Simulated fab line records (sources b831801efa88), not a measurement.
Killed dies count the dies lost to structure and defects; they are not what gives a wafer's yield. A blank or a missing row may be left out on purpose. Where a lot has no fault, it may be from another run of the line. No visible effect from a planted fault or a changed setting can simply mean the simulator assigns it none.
The tool behind it: which one?    flow sky130    Sampling: 10 lots, 29 wafers, 6 of 708 route steps

WHAT EACH GAUGE READ, for each wafer
SKY_CAPM_RS_MEAS_03: the measuring method here is four-point-probe.
lot   measured      on             CAPM_TIN_RS (ohm/sq)
L219  day 36 08:25  film metro-02  6.81 6.80 6.82
L221  day 37 07:25  film metro-04  6.91 6.86 6.94
L223  day 37 15:52  film metro-02  6.90 6.96 6.78
L226  day 38 11:05  film metro-02  6.92 6.98 6.89
L228  day 38 23:07  film metro-01  6.94 6.97 6.90
L229  day 39 09:05  film metro-04  7.02 7.01 7.11
L230  day 39 17:38  film metro-04  6.96 6.93 6.96
L236  day 41 12:49  film metro-04  7.01 6.94 6.89
L237  day 41 17:01  film metro-04  10.25 6.91
L242  day 43 04:02  film metro-04  6.89 6.81 6.86

SKY_CAPM_THK_MEAS_04: measures by xrf.
lot   measured      on             CAPM_TIN_THK (nm)
L219  day 36 08:32  film metro-02  203.3 203.0 202.9
L221  day 37 07:31  film metro-04  199.6 199.9 198.9
L223  day 37 15:58  film metro-02  198.5 196.6 202.0
L226  day 38 11:11  film metro-02  199.3 197.3 200.8
L228  day 38 23:14  film metro-01  200.2 199.5 202.3
L229  day 39 09:13  film metro-04  196.4 196.6 193.3
L230  day 39 17:44  film metro-04  198.1 198.0 197.0
L236  day 41 12:55  film metro-04  196.4 198.8 199.8
L237  day 41 17:07  film metro-04  136.5 199.3
L242  day 43 04:08  film metro-04  199.5 202.1 200.0

WHAT TOOL EACH LOT RAN ON (gives the tool, then ch and the chambers of the sampled wafers, and finally the start)
lot   SKY_SD_N_STRIP_11                     SKY_LI_CONTACT_CMP_02          SKY_METAL2_SPUTTER_01         SKY_CAPM_SPUTTER_02
L219  plasma asher-01 ch 0,1, day 27 22:46  cmp-01 ch 1,3, day 27 23:45    pvd sputter-01, day 34 00:37  pvd sputter-02, day 36 08:18
L221  plasma asher-01 ch 0,1, day 29 00:53  cmp-02 ch 0,1, day 29 01:46    pvd sputter-02, day 34 23:58  pvd sputter-03, day 37 07:16
L223  plasma asher-02 ch 0,1, day 29 09:47  cmp-01 ch 0,1,3, day 29 10:45  pvd sputter-01, day 35 09:36  pvd sputter-03, day 37 15:44
L226  plasma asher-04 ch 0, day 30 06:38    cmp-02 ch 0,1,3, day 30 07:40  pvd sputter-03, day 36 04:46  pvd sputter-03, day 38 10:58
L228  plasma asher-01 ch 1, day 30 18:47    cmp-01 ch 0,1,3, day 30 19:42  pvd sputter-03, day 36 17:07  pvd sputter-02, day 38 22:59
L229  plasma asher-02 ch 0,1, day 31 04:06  cmp-01 ch 1,2,3, day 31 05:04  pvd sputter-01, day 37 02:43  pvd sputter-03, day 39 08:59
L230  plasma asher-04 ch 0,1, day 31 12:41  cmp-01 ch 0,1, day 31 13:34    pvd sputter-03, day 37 11:11  pvd sputter-03, day 39 17:30
L236  plasma asher-04 ch 0,1, day 33 12:58  cmp-01 ch 2,3, day 33 13:51    pvd sputter-02, day 39 08:00  pvd sputter-02, day 41 12:40
L237  plasma asher-04 ch 0,1, day 33 18:26  cmp-01 ch 2,3, day 33 19:24    pvd sputter-02, day 39 12:49  pvd sputter-03, day 41 16:53
L242  plasma asher-01 ch 0,1, day 35 08:50  cmp-02 ch 0,1, day 35 09:51    pvd sputter-01, day 41 00:44  pvd sputter-04, day 43 03:54
- SKY_SD_N_STRIP_11: strips in O2/N2.
- SKY_LI_CONTACT_CMP_02: polishes PSG.
- SKY_METAL2_SPUTTER_01: material TiN, target thk 20 nm, time 16.7 s.
- SKY_CAPM_SPUTTER_02: material TiN, target thk 200 nm, time 166.7 s.

AS READ BY THE TOOLS THEMSELVES (means over the sampled wafers that have a number; for cases with no such wafer, the mark the record gives instead)
SKY_SD_N_STRIP_11.
lot   tool             drypump motor current A (A)  oes product au (a.u.)  strip time to endpoint s (s)
L219  plasma asher-01  5.78                         0.526                  22.57
L221  plasma asher-01  5.79                         0.527                  22.54
L223  plasma asher-02  5.52                         0.526                  22.50
L226  plasma asher-04  5.68                         0.523                  22.53
L228  plasma asher-01  5.93                         0.526                  22.56
L229  plasma asher-02  5.52                         0.525                  22.59
L230  plasma asher-04  5.51                         0.527                  22.60
L236  plasma asher-04  5.51                         0.528                  22.57
L237  plasma asher-04  5.54                         0.522                  22.57
L242  plasma asher-01  5.78                         0.529                  22.64

SKY_LI_CONTACT_CMP_02.
lot   tool    motor current A (A)  time to endpoint s (s)
L219  cmp-01  11.8                 38
L221  cmp-02  12.9                 35
L223  cmp-01  11.5                 38
L226  cmp-02  13.8                 31
L228  cmp-01  11.8                 33
L229  cmp-01  11.4                 35
L230  cmp-01  11.8                 34
L236  cmp-01  10.7                 38
L237  cmp-01  10.9                 38
L242  cmp-02  12.1                 33

SKY_METAL2_SPUTTER_01.
lot   tool            cathode dc power W (W)  throttle valve pct (%)
L219  pvd sputter-01  6499.7                  30.8
L221  pvd sputter-02  6498.9                  30.1
L223  pvd sputter-01  6500.7                  30.8
L226  pvd sputter-03  6500.1                  30.4
L228  pvd sputter-03  6499.3                  29.8
L229  pvd sputter-01  6500.5                  30.5
L230  pvd sputter-03  6499.8                  29.6
L236  pvd sputter-02  6500.0                  29.8
L237  pvd sputter-02  6498.7                  29.9
L242  pvd sputter-01  6499.6                  30.3

SKY_CAPM_SPUTTER_02.
lot   tool            cathode dc power W (W)  throttle valve pct (%)
L219  pvd sputter-02  6500.0                  30.1
L221  pvd sputter-03  6500.6                  29.1
L223  pvd sputter-03  6498.8                  29.9
L226  pvd sputter-03  6499.2                  30.5
L228  pvd sputter-02  6499.5                  29.4
L229  pvd sputter-03  6500.6                  29.7
L230  pvd sputter-03  6499.6                  29.6
L236  pvd sputter-02  6500.5                  29.7
L237  pvd sputter-03  6499.5                  30.4
L242  pvd sputter-04  6500.5                  30.8

THE ANSWER, worked out from the rows above alone
Rule: the lots themselves supply what counts as usual. The widest of any qualifying gaps counts: lots, ordered by their means at a reading, are off when they make up no more than a third of the lots, leave a main group of 4 or more, and stand apart from it by 3 or more times the standard deviation of that group's means. The tables above print the reading to a certain number of digits; a main group whose means all agree to those digits is not used. A lot without any number at a reading at which 4 lots or more have one is off too. All remaining lots with rows at the step are treated as sound. The gauges are gone through in route order, then the tools' own readings, and for those a lot's mean is taken as printed above. At the first step where some lot is off, the reading lying furthest off is the one used; lots without a number count as furthest.
Off: L237, seen at SKY_CAPM_RS_MEAS_03 (CAPM_TIN_RS). The main group: mean 6.92 ohm/sq, standard deviation 0.064.
A tool fits if, at a process step before that reading, it ran every lot that is off, and no sound lot after the first of them. The gauges at SKY_CAPM_RS_MEAS_03 are tried like those tools. Can't be told from this: 4 tools fit, plasma asher-04 at SKY_SD_N_STRIP_11, cmp-01 at SKY_LI_CONTACT_CMP_02, pvd sputter-02 at SKY_METAL2_SPUTTER_01, pvd sputter-03 at SKY_CAPM_SPUTTER_02.

WHAT THE SIMULATOR HAD PUT IN
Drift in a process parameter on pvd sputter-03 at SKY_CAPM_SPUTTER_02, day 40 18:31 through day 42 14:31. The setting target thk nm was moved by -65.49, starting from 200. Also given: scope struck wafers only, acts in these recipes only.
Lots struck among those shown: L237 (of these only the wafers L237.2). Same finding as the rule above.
